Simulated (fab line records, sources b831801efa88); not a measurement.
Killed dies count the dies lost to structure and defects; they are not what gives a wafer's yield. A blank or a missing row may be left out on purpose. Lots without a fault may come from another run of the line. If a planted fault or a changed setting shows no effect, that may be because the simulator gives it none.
fab line records ; flow gf180mcu ; part 1 of 2: steps 1 to 25 of 37
[record] lots = 5; wafers = 15; last-day = 32
route steps=602 shown V1@355 M2@362 V2@382
lots untouched by any fault: they come from a run of this same line in which no faults occurred
start-h: start of the lot's first displayed wafer, in hours after the record's first day ; wait-h: hours since the lot's step before ; " the same as in the row above ; L1.1+2: a row that stands for several wafers ; - no value present, or no start provided ; * or withheld: withheld ; < > ~ a bound
route shown NAME@n: names a module that has steps shown in the file, with the first one's number in the route ; usual: mean and standard deviation over wafers with no fault ; same: alike in all rows ; chamber/n: place in a boat ; sites: readings site by site ; _std_site: their standard deviation ; _edge_site: outer sites' mean less inner sites' ; radius-mm: how far each site lies from the wafer's centre ; mask NAME#n: copy n ; behind: the last tool/chamber to shape the wafer ; hold: reason for holding the lot/hours on hold/outcome of the hold ; device: which transistor (n, p or np) failed to switch ; end of line: the same wafers' tests at the end of the route ; a step with no rows: only its recipe ; killed: dies that structure and defects cost at the first sort, which is not the same as the wafer's yield ; map: the dies of a wafer, with x for killed, . for not killed, _ for no die there
set.NAME: the setting that was run; set.NAME@STEP: the one run at that earlier step ; model.NAME: the simulator's own value behind a step, which no gauge read
lots at some steps of the route; a table a step, a row a wafer
services: a tool's chamber out of use, with start hour (start-h, from the record's first day; less than 0 if before it), hours out, and reason
[[steps]]
[step GF_V1_CLEAN_20]
[recipe] chemistry = DIW; dry = n2-spin
lot.wafer;tool;chamber;start-h;wait-h
L075.3+4+5;wet-bench-02;2;415.42;0.0
L085.3+5+6;wet-bench-04;2;508.33;0.0
L087.2+3+4;wet-bench-02;0;531.76;0.0
L088.2+4+6;wet-bench-02;0;536.33;0.0
L089.1+2+6;wet-bench-02;0;548.81;0.0
[step GF_V1_SPUTTER_21]
[recipe] material = Ti; target-thk-nm = 15; chamber-pressure-pa = 5; power-w = 2500; substrate-temp-c = 200; time-s = 80.02
[usual] throttle-valve-pct = 29.8/0.78
lot.wafer;tool;chamber;start-h;wait-h;throttle-valve-pct
L075.3;pvd-sputter-02;-;415.52;0.0;31.5
L075.4;pvd-sputter-02;-;415.52;0.0;30.2
L075.5;pvd-sputter-02;-;415.52;0.0;29.3
L085.3;pvd-sputter-04;-;508.44;0.0;28.5
L085.5;pvd-sputter-04;-;508.44;0.0;28.6
L085.6;pvd-sputter-04;-;508.44;0.0;30.6
L087.2;pvd-sputter-03;-;531.85;0.0;29.7
L087.3;pvd-sputter-03;-;531.85;0.0;28.9
L087.4;pvd-sputter-03;-;531.85;0.0;30.2
L088.2;pvd-sputter-03;-;536.43;0.0;29.0
L088.4;pvd-sputter-03;-;536.43;0.0;30.2
L088.6;pvd-sputter-03;-;536.43;0.0;30.1
L089.1;pvd-sputter-04;-;548.90;0.0;30.5
L089.2;pvd-sputter-04;-;548.90;0.0;30.7
L089.6;pvd-sputter-04;-;548.90;0.0;28.6
[step GF_V1_SPUTTER_22]
[recipe] material = TiN; target-thk-nm = 10; chamber-pressure-pa = 5; power-w = 4000; time-s = 40
[usual] throttle-valve-pct = 29.8/0.79
lot.wafer;tool;chamber;start-h;wait-h;throttle-valve-pct
L075.3;pvd-sputter-02;-;415.58;0.0;31.4
L075.4;pvd-sputter-02;-;415.58;0.0;30.4
L075.5;pvd-sputter-02;-;415.58;0.0;29.5
L085.3;pvd-sputter-04;-;508.50;0.0;28.3
L085.5;pvd-sputter-04;-;508.50;0.0;28.2
L085.6;pvd-sputter-04;-;508.50;0.0;31.2
L087.2;pvd-sputter-03;-;531.91;0.0;29.9
L087.3;pvd-sputter-03;-;531.91;0.0;28.9
L087.4;pvd-sputter-03;-;531.91;0.0;30.5
L088.2;pvd-sputter-03;-;536.49;0.0;29.0
L088.4;pvd-sputter-03;-;536.49;0.0;30.2
L088.6;pvd-sputter-03;-;536.49;0.0;30.4
L089.1;pvd-sputter-04;-;548.96;0.0;30.9
L089.2;pvd-sputter-04;-;548.96;0.0;30.7
L089.6;pvd-sputter-04;-;548.96;0.0;28.3
[step GF_V1_CVD_23]
[recipe] material = W; target-thk-nm = 350; time-s = 105.05; temp-c = 400; pressure-torr = 40
[usual] chamber-pressure-Torr = 40.00/0.086; heater-power-outer-w = 550/45; heater-power-w = 840/40
lot.wafer;tool;chamber;start-h;wait-h;chamber-pressure-Torr;heater-power-outer-w;heater-power-w
L075.3;cvd-w-01;0;415.65;0.1;39.94;497;776
L075.4;cvd-w-01;1;415.65;0.1;40.03;607;850
L075.5;cvd-w-01;1;415.65;0.1;39.93;583;898
L085.3;cvd-w-01;0;508.58;0.1;40.07;494;784
L085.5;cvd-w-01;1;508.58;0.1;39.99;605;872
L085.6;cvd-w-01;0;508.58;0.1;40.20;500;800
L087.2;cvd-w-02;1;531.95;0.0;40.18;559;846
L087.3;cvd-w-02;0;531.95;0.0;40.01;545;817
L087.4;cvd-w-02;1;531.95;0.0;40.18;562;821
L088.2;cvd-w-02;1;536.56;0.1;39.88;553;851
L088.4;cvd-w-02;1;536.56;0.1;40.10;547;824
L088.6;cvd-w-02;1;536.56;0.1;40.00;534;848
L089.1;cvd-w-02;1;549.00;0.0;39.84;553;850
L089.2;cvd-w-02;0;549.00;0.0;40.03;549;824
L089.6;cvd-w-02;0;549.00;0.0;40.04;536;835
[step GF_V1_RS_MEAS_24]
[recipe] thk-meas-gauge = four-point-probe; reads = W_of_V1_CVD_23+TiN_of_V1_SPUTTER_22+Ti_of_V1_SPUTTER_21
[usual] V1_W_RS = 0.327/0.0058
lot.wafer;tool;chamber;start-h;wait-h;V1_W_RS[ohm/sq]
L075.3;film-metro-04;-;415.77;0.1;0.334
L075.4;film-metro-04;-;415.77;0.1;0.324
L075.5;film-metro-04;-;415.77;0.1;0.322
L085.3;film-metro-02;-;508.69;0.1;0.329
L085.5;film-metro-02;-;508.69;0.1;0.321
L085.6;film-metro-02;-;508.69;0.1;0.331
L087.2;film-metro-01;-;532.08;0.1;0.329
L087.3;film-metro-01;-;532.08;0.1;0.329
L087.4;film-metro-01;-;532.08;0.1;0.333
L088.2;film-metro-01;-;536.77;0.2;0.334
L088.4;film-metro-01;-;536.77;0.2;0.332
L088.6;film-metro-01;-;536.77;0.2;0.332
L089.1;film-metro-01;-;549.11;0.1;0.331
L089.2;film-metro-01;-;549.11;0.1;0.333
L089.6;film-metro-01;-;549.11;0.1;0.331
[step GF_V1_THK_MEAS_25]
[recipe] thk-meas-gauge = xrf; reads = W_of_V1_CVD_23
[usual] V1_W_THK = 356/8.4
lot.wafer;tool;chamber;start-h;wait-h;V1_W_THK[nm]
L075.3;film-metro-04;-;415.87;0.1;347
L075.4;film-metro-04;-;415.87;0.1;356
L075.5;film-metro-04;-;415.87;0.1;360
L085.3;film-metro-02;-;508.79;0.1;361
L085.5;film-metro-02;-;508.79;0.1;368
L085.6;film-metro-02;-;508.79;0.1;357
L087.2;film-metro-01;-;532.19;0.1;347
L087.3;film-metro-01;-;532.19;0.1;346
L087.4;film-metro-01;-;532.19;0.1;344
L088.2;film-metro-01;-;536.88;0.1;343
L088.4;film-metro-01;-;536.88;0.1;345
L088.6;film-metro-01;-;536.88;0.1;346
L089.1;film-metro-01;-;549.23;0.1;346
L089.2;film-metro-01;-;549.23;0.1;342
L089.6;film-metro-01;-;549.23;0.1;346
[step GF_V1_CMP_26]
[recipe] stop-on = SiO2; down-force-psi = 3.5; platen-rpm = 60; t-overpolish-s = 15; target-thk-nm = 0; pad-velocity-m-s = 0.94248
[usual] motor-current-A = 11.1/1.1; overpolish-run-s = 15.000/0.0092; time-to-endpoint-s = 87/3.2
lot.wafer;tool;chamber;start-h;wait-h;motor-current-A;overpolish-run-s;time-to-endpoint-s
L075.4;cmp-02;1;415.91;0.0;11.2;15.000;92
L075.3;cmp-02;3;415.91;0.0;11.2;15.000;90
L075.5;cmp-02;2;415.91;0.0;9.4;14.993;92
L085.3;cmp-01;0;508.83;0.0;13.0;14.999;88
L085.5;cmp-01;0;508.83;0.0;12.3;15.000;85
L085.6;cmp-01;1;508.83;0.0;10.5;14.996;85
L087.2;cmp-02;2;532.29;0.1;9.2;15.018;84
L087.4;cmp-02;3;532.29;0.1;11.9;14.982;84
L087.3;cmp-02;0;532.29;0.1;11.2;15.001;88
L088.2;cmp-01;1;536.93;0.0;11.0;14.984;83
L088.4;cmp-01;2;536.93;0.0;12.3;15.008;81
L088.6;cmp-01;2;536.93;0.0;13.5;14.994;79
L089.1;cmp-02;1;549.39;0.1;10.4;15.002;85
L089.2;cmp-02;2;549.39;0.1;9.3;15.011;83
L089.6;cmp-02;3;549.39;0.1;11.0;15.018;87
[step GF_M2_SPUTTER_00]
[recipe] material = Ti; target-thk-nm = 37.5; arriving-ion-energy-ev = 80; substrate-temp-c = 200; chamber-pressure-pa = 2.067; power-w = 4000; time-s = 150
[usual] throttle-valve-pct = 30.0/0.84
lot.wafer;tool;chamber;start-h;wait-h;throttle-valve-pct
L075.3;pvd-sputter-01;-;416.21;0.1;29.7
L075.4;pvd-sputter-01;-;416.21;0.1;29.8
L075.5;pvd-sputter-01;-;416.21;0.1;29.9
L085.3;pvd-sputter-01;-;509.13;0.2;30.0
L085.5;pvd-sputter-01;-;509.13;0.2;29.9
L085.6;pvd-sputter-01;-;509.13;0.2;30.1
L087.2;pvd-sputter-01;-;532.54;0.2;29.6
L087.3;pvd-sputter-01;-;532.54;0.2;30.1
L087.4;pvd-sputter-01;-;532.54;0.2;31.1
L088.2;pvd-sputter-01;-;537.23;0.2;29.8
L088.4;pvd-sputter-01;-;537.23;0.2;31.3
L088.6;pvd-sputter-01;-;537.23;0.2;29.8
L089.1;pvd-sputter-01;-;549.59;0.1;29.9
L089.2;pvd-sputter-01;-;549.59;0.1;29.7
L089.6;pvd-sputter-01;-;549.59;0.1;29.7
[step GF_M2_SPUTTER_01]
[recipe] material = TiN; target-thk-nm = 30; power-w = 6500; time-s = 25; chamber-pressure-pa = 0.4
[usual] throttle-valve-pct = 30.0/0.86
lot.wafer;tool;chamber;start-h;wait-h;throttle-valve-pct
L075.3;pvd-sputter-01;-;416.31;0.1;29.6
L075.4;pvd-sputter-01;-;416.31;0.1;30.0
L075.5;pvd-sputter-01;-;416.31;0.1;29.9
L085.3;pvd-sputter-01;-;509.23;0.1;30.1
L085.5;pvd-sputter-01;-;509.23;0.1;29.9
L085.6;pvd-sputter-01;-;509.23;0.1;29.9
L087.2;pvd-sputter-01;-;532.64;0.1;29.9
L087.3;pvd-sputter-01;-;532.64;0.1;30.0
L087.4;pvd-sputter-01;-;532.64;0.1;31.4
L088.2;pvd-sputter-01;-;537.33;0.1;29.6
L088.4;pvd-sputter-01;-;537.33;0.1;31.2
L088.6;pvd-sputter-01;-;537.33;0.1;29.9
L089.1;pvd-sputter-01;-;549.69;0.1;29.7
L089.2;pvd-sputter-01;-;549.69;0.1;30.0
L089.6;pvd-sputter-01;-;549.69;0.1;29.7
[step GF_M2_SPUTTER_02]
[recipe] material = AlCu; target-thk-nm = 450; power-w = 10600; time-s = 23.9; chamber-pressure-pa = 0.4
[usual] throttle-valve-pct = 30.0/0.85
lot.wafer;tool;chamber;start-h;wait-h;throttle-valve-pct
L075.3;pvd-sputter-01;-;416.34;0.0;29.8
L075.4;pvd-sputter-01;-;416.34;0.0;29.8
L075.5;pvd-sputter-01;-;416.34;0.0;29.9
L085.3;pvd-sputter-01;-;509.26;0.0;29.7
L085.5;pvd-sputter-01;-;509.26;0.0;30.0
L085.6;pvd-sputter-01;-;509.26;0.0;29.7
L087.2;pvd-sputter-01;-;532.67;0.0;29.8
L087.3;pvd-sputter-01;-;532.67;0.0;29.9
L087.4;pvd-sputter-01;-;532.67;0.0;31.3
L088.2;pvd-sputter-01;-;537.36;0.0;29.7
L088.4;pvd-sputter-01;-;537.36;0.0;31.4
L088.6;pvd-sputter-01;-;537.36;0.0;30.0
L089.1;pvd-sputter-01;-;549.72;0.0;29.8
L089.2;pvd-sputter-01;-;549.72;0.0;29.8
L089.6;pvd-sputter-01;-;549.72;0.0;29.9
[step GF_M2_SPUTTER_03]
[recipe] material = Ti; target-thk-nm = 10; substrate-temp-c = 300; chamber-pressure-pa = 0.3; power-w = 3000; time-s = 6.7
[usual] throttle-valve-pct = 30.0/0.85
lot.wafer;tool;chamber;start-h;wait-h;throttle-valve-pct
L075.3;pvd-sputter-01;-;416.37;0.0;29.5
L075.4;pvd-sputter-01;-;416.37;0.0;29.7
L075.5;pvd-sputter-01;-;416.37;0.0;30.1
L085.3;pvd-sputter-01;-;509.29;0.0;29.9
L085.5;pvd-sputter-01;-;509.29;0.0;29.6
L085.6;pvd-sputter-01;-;509.29;0.0;29.7
L087.2;pvd-sputter-01;-;532.70;0.0;29.6
L087.3;pvd-sputter-01;-;532.70;0.0;29.8
L087.4;pvd-sputter-01;-;532.70;0.0;31.4
L088.2;pvd-sputter-01;-;537.39;0.0;29.8
L088.4;pvd-sputter-01;-;537.39;0.0;31.3
L088.6;pvd-sputter-01;-;537.39;0.0;30.0
L089.1;pvd-sputter-01;-;549.75;0.0;29.8
L089.2;pvd-sputter-01;-;549.75;0.0;30.0
L089.6;pvd-sputter-01;-;549.75;0.0;29.8
[step GF_M2_SPUTTER_04]
[recipe] material = TiN; target-thk-nm = 50; power-w = 6500; time-s = 41.7; chamber-pressure-pa = 0.4
[usual] throttle-valve-pct = 30.0/0.86
lot.wafer;tool;chamber;start-h;wait-h;throttle-valve-pct
L075.3;pvd-sputter-01;-;416.39;0.0;29.6
L075.4;pvd-sputter-01;-;416.39;0.0;30.2
L075.5;pvd-sputter-01;-;416.39;0.0;29.8
L085.3;pvd-sputter-01;-;509.31;0.0;30.1
L085.5;pvd-sputter-01;-;509.31;0.0;30.1
L085.6;pvd-sputter-01;-;509.31;0.0;30.1
L087.2;pvd-sputter-01;-;532.72;0.0;29.7
L087.3;pvd-sputter-01;-;532.72;0.0;30.1
L087.4;pvd-sputter-01;-;532.72;0.0;31.3
L088.2;pvd-sputter-01;-;537.41;0.0;29.7
L088.4;pvd-sputter-01;-;537.41;0.0;31.3
L088.6;pvd-sputter-01;-;537.41;0.0;29.8
L089.1;pvd-sputter-01;-;549.78;0.0;30.1
L089.2;pvd-sputter-01;-;549.78;0.0;30.1
L089.6;pvd-sputter-01;-;549.78;0.0;29.8
[step GF_M2_RS_MEAS_05]
[recipe] thk-meas-gauge = four-point-probe; reads = TiN_of_M2_SPUTTER_04+Ti_of_M2_SPUTTER_03+AlCu_of_M2_SPUTTER_02+TiN_of_M2_SPUTTER_01+Ti_of_M2_SPUTTER_00
[usual] M2_ALCU_RS = 0.0695/0.00069
lot.wafer;tool;chamber;start-h;wait-h;M2_ALCU_RS[ohm/sq]
L075.3;film-metro-02;-;416.47;0.1;0.0675
L075.4;film-metro-02;-;416.47;0.1;0.0680
L075.5;film-metro-02;-;416.47;0.1;0.0681
L085.3;film-metro-03;-;509.39;0.1;0.0701
L085.5;film-metro-03;-;509.39;0.1;0.0704
L085.6;film-metro-03;-;509.39;0.1;0.0706
L087.2;film-metro-01;-;532.78;0.0;0.0689
L087.3;film-metro-01;-;532.78;0.0;0.0689
L087.4;film-metro-01;-;532.78;0.0;0.0691
L088.2;film-metro-03;-;537.47;0.0;0.0701
L088.4;film-metro-03;-;537.47;0.0;0.0698
L088.6;film-metro-03;-;537.47;0.0;0.0703
L089.1;film-metro-03;-;549.82;0.0;0.0696
L089.2;film-metro-03;-;549.82;0.0;0.0695
L089.6;film-metro-03;-;549.82;0.0;0.0694
[step GF_M2_THK_MEAS_06]
[recipe] thk-meas-gauge = xrf; reads = AlCu_of_M2_SPUTTER_02
[usual] M2_ALCU_THK = 450/4.4
lot.wafer;tool;chamber;start-h;wait-h;M2_ALCU_THK[nm]
L075.3;film-metro-02;-;416.57;0.1;459
L075.4;film-metro-02;-;416.57;0.1;456
L075.5;film-metro-02;-;416.57;0.1;454
L085.3;film-metro-03;-;509.49;0.1;445
L085.5;film-metro-03;-;509.49;0.1;445
L085.6;film-metro-03;-;509.49;0.1;442
L087.2;film-metro-01;-;532.89;0.1;457
L087.3;film-metro-01;-;532.89;0.1;456
L087.4;film-metro-01;-;532.89;0.1;456
L088.2;film-metro-03;-;537.58;0.1;445
L088.4;film-metro-03;-;537.58;0.1;450
L088.6;film-metro-03;-;537.58;0.1;442
L089.1;film-metro-03;-;549.94;0.1;452
L089.2;film-metro-03;-;549.94;0.1;453
L089.6;film-metro-03;-;549.94;0.1;454
[step GF_M2_DEHYDRATE_07]
[recipe] temp-c = 200; time-s = 60
[usual] heater-power-total-W = 160.38/0.12
lot.wafer;tool;chamber;start-h;wait-h;heater-power-total-W
L075.3;litho-track-02;0;427.55;11.0;160.25
L075.4;litho-track-02;0;427.55;11.0;160.38
L075.5;litho-track-02;0;427.55;11.0;160.55
L085.3;litho-track-03;0;520.65;11.2;160.28
L085.5;litho-track-03;0;520.65;11.2;160.59
L085.6;litho-track-03;0;520.65;11.2;160.33
L087.2;litho-track-04;0;543.63;10.7;160.22
L087.3;litho-track-04;0;543.63;10.7;160.25
L087.4;litho-track-04;0;543.63;10.7;160.24
L088.2;litho-track-04;0;548.13;10.5;160.33
L088.4;litho-track-04;0;548.13;10.5;160.33
L088.6;litho-track-04;0;548.13;10.5;160.57
L089.1;litho-track-03;0;560.80;10.9;160.19
L089.2;litho-track-03;0;560.80;10.9;160.32
L089.6;litho-track-03;0;560.80;10.9;160.60
[step GF_M2_HMDS_08]
[recipe] prime-time-s = 60; prime-temp-c = 120
lot.wafer;tool;chamber;start-h;wait-h
L075.3+4+5;litho-track-02;0;427.70;0.1
L085.3+5+6;litho-track-03;0;520.80;0.1
L087.2+3+4;litho-track-04;0;543.78;0.1
L088.2+4+6;litho-track-04;0;548.28;0.1
L089.1+2+6;litho-track-03;0;560.95;0.1
[step GF_M2_COAT_09]
[recipe] resist = KrF; spin-rpm = withheld; resist-thk-nm = 1000
[usual] dispense-pressure-kPa = 54/3.3
lot.wafer;tool;chamber;start-h;wait-h;dispense-pressure-kPa
L075.3;litho-track-02;0;427.85;0.1;54
L075.4;litho-track-02;0;427.85;0.1;54
L075.5;litho-track-02;0;427.85;0.1;54
L085.3;litho-track-03;0;520.95;0.1;59
L085.5;litho-track-03;0;520.95;0.1;59
L085.6;litho-track-03;0;520.95;0.1;59
L087.2;litho-track-04;0;543.93;0.1;51
L087.3;litho-track-04;0;543.93;0.1;51
L087.4;litho-track-04;0;543.93;0.1;51
L088.2;litho-track-04;0;548.43;0.1;51
L088.4;litho-track-04;0;548.43;0.1;51
L088.6;litho-track-04;0;548.43;0.1;51
L089.1;litho-track-03;0;561.10;0.1;59
L089.2;litho-track-03;0;561.10;0.1;59
L089.6;litho-track-03;0;561.10;0.1;59
[step GF_M2_SOFTBAKE_10]
[recipe] temp-c = 130; time-s = 60; resist = KrF
[usual] heater-power-total-W = 93.05/0.058
lot.wafer;tool;chamber;start-h;wait-h;heater-power-total-W
L075.3;litho-track-02;0;428.00;0.1;93.09
L075.4;litho-track-02;0;428.00;0.1;93.09
L075.5;litho-track-02;0;428.00;0.1;93.11
L085.3;litho-track-03;0;521.10;0.1;93.04
L085.5;litho-track-03;0;521.10;0.1;93.03
L085.6;litho-track-03;0;521.10;0.1;93.07
L087.2;litho-track-04;0;544.08;0.1;93.16
L087.3;litho-track-04;0;544.08;0.1;93.00
L087.4;litho-track-04;0;544.08;0.1;92.96
L088.2;litho-track-04;0;548.58;0.1;93.11
L088.4;litho-track-04;0;548.58;0.1;93.05
L088.6;litho-track-04;0;548.58;0.1;93.01
L089.1;litho-track-03;0;561.25;0.1;93.09
L089.2;litho-track-03;0;561.25;0.1;93.10
L089.6;litho-track-03;0;561.25;0.1;93.08
[step GF_M2_EXPOSE_11]
[recipe] mask-id = Metal2; target-cd-nm = 280; na = 0.68; source-shape = conventional; sigma-outer = 0.6; dose-mj = 27.5
lot.wafer;tool;chamber;start-h;wait-h;mask
L075.3+4+5;krf-scanner-02;0;-;-;Metal2#0
L085.3+5+6;krf-scanner-02;0;-;-;Metal2#0
L087.2+3+4;krf-scanner-02;0;-;-;Metal2#0
L088.2+4+6;krf-scanner-02;0;-;-;Metal2#0
L089.1+2+6;krf-scanner-02;0;-;-;Metal2#0
[step GF_M2_PEB_12]
[recipe] peb-temp-c = 135; peb-time-s = 90; resist = KrF
[usual] heater-power-total-W = 85.69/0.079
lot.wafer;tool;chamber;start-h;wait-h;heater-power-total-W
L075.3;litho-track-03;0;-;-;85.57
L075.4;litho-track-03;0;-;-;85.60
L075.5;litho-track-03;0;-;-;85.70
L085.3;litho-track-04;0;-;-;85.65
L085.5;litho-track-04;0;-;-;85.66
L085.6;litho-track-04;0;-;-;85.68
L087.2;litho-track-02;0;-;-;85.77
L087.3;litho-track-02;0;-;-;85.71
L087.4;litho-track-02;0;-;-;85.78
L088.2;litho-track-03;0;-;-;85.70
L088.4;litho-track-03;0;-;-;85.65
L088.6;litho-track-03;0;-;-;85.58
L089.1;litho-track-02;0;-;-;85.66
L089.2;litho-track-02;0;-;-;85.70
L089.6;litho-track-02;0;-;-;85.58
[step GF_M2_DEVELOP_13]
[recipe] develop-time-s = 60; dev-temp-c = 21
lot.wafer;tool;chamber;start-h;wait-h
L075.3+4+5;litho-track-03;0;440.30;0.1
L085.3+5+6;litho-track-04;0;531.85;0.1
L087.2+3+4;litho-track-02;0;555.03;0.2
L088.2+4+6;litho-track-03;0;560.08;0.2
L089.1+2+6;litho-track-02;0;571.90;0.2
[step GF_M2_CD_MEAS_14]
[recipe] target-cd-nm = 280
[usual] cd-nm = 279.9/1.2
lot.wafer;tool;chamber;start-h;wait-h;cd-nm
L075.3;cd-sem-01;-;440.44;0.1;279.1
L075.4;cd-sem-01;-;440.44;0.1;278.8
L075.5;cd-sem-01;-;440.44;0.1;279.5
L085.3;cd-sem-02;-;531.99;0.1;279.1
L085.5;cd-sem-02;-;531.99;0.1;279.3
L085.6;cd-sem-02;-;531.99;0.1;278.3
L087.2;cd-sem-02;-;555.17;0.1;279.3
L087.3;cd-sem-02;-;555.17;0.1;279.1
L087.4;cd-sem-02;-;555.17;0.1;280.1
L088.2;cd-sem-02;-;560.22;0.1;281.8
L088.4;cd-sem-02;-;560.22;0.1;281.8
L088.6;cd-sem-02;-;560.22;0.1;280.6
L089.1;cd-sem-01;-;572.05;0.1;279.1
L089.2;cd-sem-01;-;572.05;0.1;281.6
L089.6;cd-sem-01;-;572.05;0.1;281.6
[step GF_M2_OVL_MEAS_15]
[usual] M2_OVL = 1/4.4
lot.wafer;tool;chamber;start-h;wait-h;M2_OVL[nm]
L075.3;overlay-01;-;440.54;0.1;3
L075.4;overlay-01;-;440.54;0.1;1
L075.5;overlay-01;-;440.54;0.1;-2
L085.3;overlay-01;-;532.08;0.1;13
L085.5;overlay-01;-;532.08;0.1;11
L085.6;overlay-01;-;532.08;0.1;5
L087.2;overlay-01;-;555.28;0.1;8
L087.3;overlay-01;-;555.28;0.1;6
L087.4;overlay-01;-;555.28;0.1;-2
L088.2;overlay-02;-;560.33;0.1;5
L088.4;overlay-02;-;560.33;0.1;1
L088.6;overlay-02;-;560.33;0.1;2
L089.1;overlay-02;-;572.17;0.1;4
L089.2;overlay-02;-;572.17;0.1;2
L089.6;overlay-02;-;572.17;0.1;-2
[step GF_M2_METAL_ETCH_16]
[recipe] chemistry = Cl2/BCl3; mask-material = KrF; target-depth-nm = 750.8; stop-on = SiO2; pressure-mtorr = 8; icp-w = 800; bias-w = 140; Cl2_flow_sccm = 80; bcl3-flow-sccm = 40; time-s = 125.1
[usual] drypump-motor-current-A = 5.8/0.62; he-backside-leak-sccm = 3.4/0.35; mfc-cl2-sccm = 80.03/0.22; oes-product-au = 0.992/0.0047; throttle-valve-pct = 28.226/0.0099
lot.wafer;tool;chamber;start-h;wait-h;drypump-motor-current-A;he-backside-leak-sccm;mfc-cl2-sccm;oes-product-au;rf-hours-counter-h;throttle-valve-pct
L075.3;rie-metal-03;0;440.65;0.1;6.5;3.5;79.98;0.988;-;28.240
L075.4;rie-metal-03;0;440.65;0.1;6.5;3.4;80.10;0.998;-;28.230
L075.5;rie-metal-03;0;440.65;0.1;6.5;3.3;80.07;0.998;-;28.218
L085.3;rie-metal-03;0;532.15;0.1;6.5;3.4;80.24;0.991;-;28.230
L085.5;rie-metal-03;1;532.15;0.1;5.4;3.6;79.58;0.988;-;28.223
L085.6;rie-metal-03;0;532.15;0.1;6.6;3.4;79.79;0.999;-;28.233
L087.2;rie-metal-02;1;555.31;0.0;5.8;3.3;80.04;0.996;13;28.238
L087.3;rie-metal-02;1;555.31;0.0;5.8;3.3;80.14;0.992;-;28.217
L087.4;rie-metal-02;0;555.31;0.0;4.7;3.4;79.98;0.986;-;28.220
L088.2;rie-metal-03;1;560.36;0.0;5.4;3.7;80.05;0.991;6;28.244
L088.4;rie-metal-03;1;560.36;0.0;5.4;3.7;80.37;0.999;-;28.211
L088.6;rie-metal-03;0;560.36;0.0;6.6;3.5;79.72;0.993;-;28.222
L089.1;rie-metal-03;0;572.21;0.0;6.5;3.2;80.11;0.990;13;28.240
L089.2;rie-metal-03;1;572.21;0.0;5.4;3.5;80.01;0.991;7;28.230
L089.6;rie-metal-03;1;572.21;0.0;5.4;3.7;80.43;0.992;-;28.230
[step GF_M2_STRIP_17]
[recipe] chemistry = O2/N2; power-w = 1400; pressure-mtorr = 1500; platen-temp-c = 250; o2-flow-sccm = 3000; n2-flow-sccm = 300; overash-fraction = 0.5
[usual] drypump-motor-current-A = 5.8/0.31; heater-power-w = 331/25; n2-flow-sccm = 299.8/0.92; oes-product-au = 0.536/0.005; strip-time-to-endpoint-s = 7.36/0.037
lot.wafer;tool;chamber;start-h;wait-h;drypump-motor-current-A;heater-power-w;n2-flow-sccm;oes-product-au;rf-hours-counter-h;strip-time-to-endpoint-s
L075.3;plasma-asher-01;1;440.85;0.2;6.0;293;299.9;0.539;-;7.42
L075.4;plasma-asher-01;0;440.85;0.2;5.4;367;298.9;0.540;-;7.34
L075.5;plasma-asher-01;1;440.85;0.2;6.0;298;298.5;0.537;-;7.38
L085.3;plasma-asher-02;0;532.27;0.1;5.6;346;300.0;0.528;-;7.38
L085.5;plasma-asher-02;0;532.27;0.1;5.6;334;299.5;0.529;-;7.38
L085.6;plasma-asher-02;1;532.27;0.1;6.0;316;300.7;0.536;-;7.40
L087.2;plasma-asher-02;1;555.44;0.1;6.0;319;299.9;0.545;86;7.35
L087.3;plasma-asher-02;0;555.44;0.1;5.6;336;300.4;0.534;-;7.38
L087.4;plasma-asher-02;1;555.44;0.1;6.1;318;297.3;0.541;-;7.46
L088.2;plasma-asher-02;0;560.49;0.1;5.6;334;301.0;0.543;87;7.37
L088.4;plasma-asher-02;0;560.49;0.1;5.6;334;300.1;0.540;-;7.36
L088.6;plasma-asher-02;0;560.49;0.1;5.6;334;299.2;0.542;-;7.30
L089.1;plasma-asher-03;0;572.34;0.1;5.8;329;301.5;0.536;80;7.31
L089.2;plasma-asher-03;1;572.34;0.1;6.4;331;300.5;0.538;80;7.36
L089.6;plasma-asher-03;1;572.34;0.1;6.4;321;301.2;0.539;-;7.38
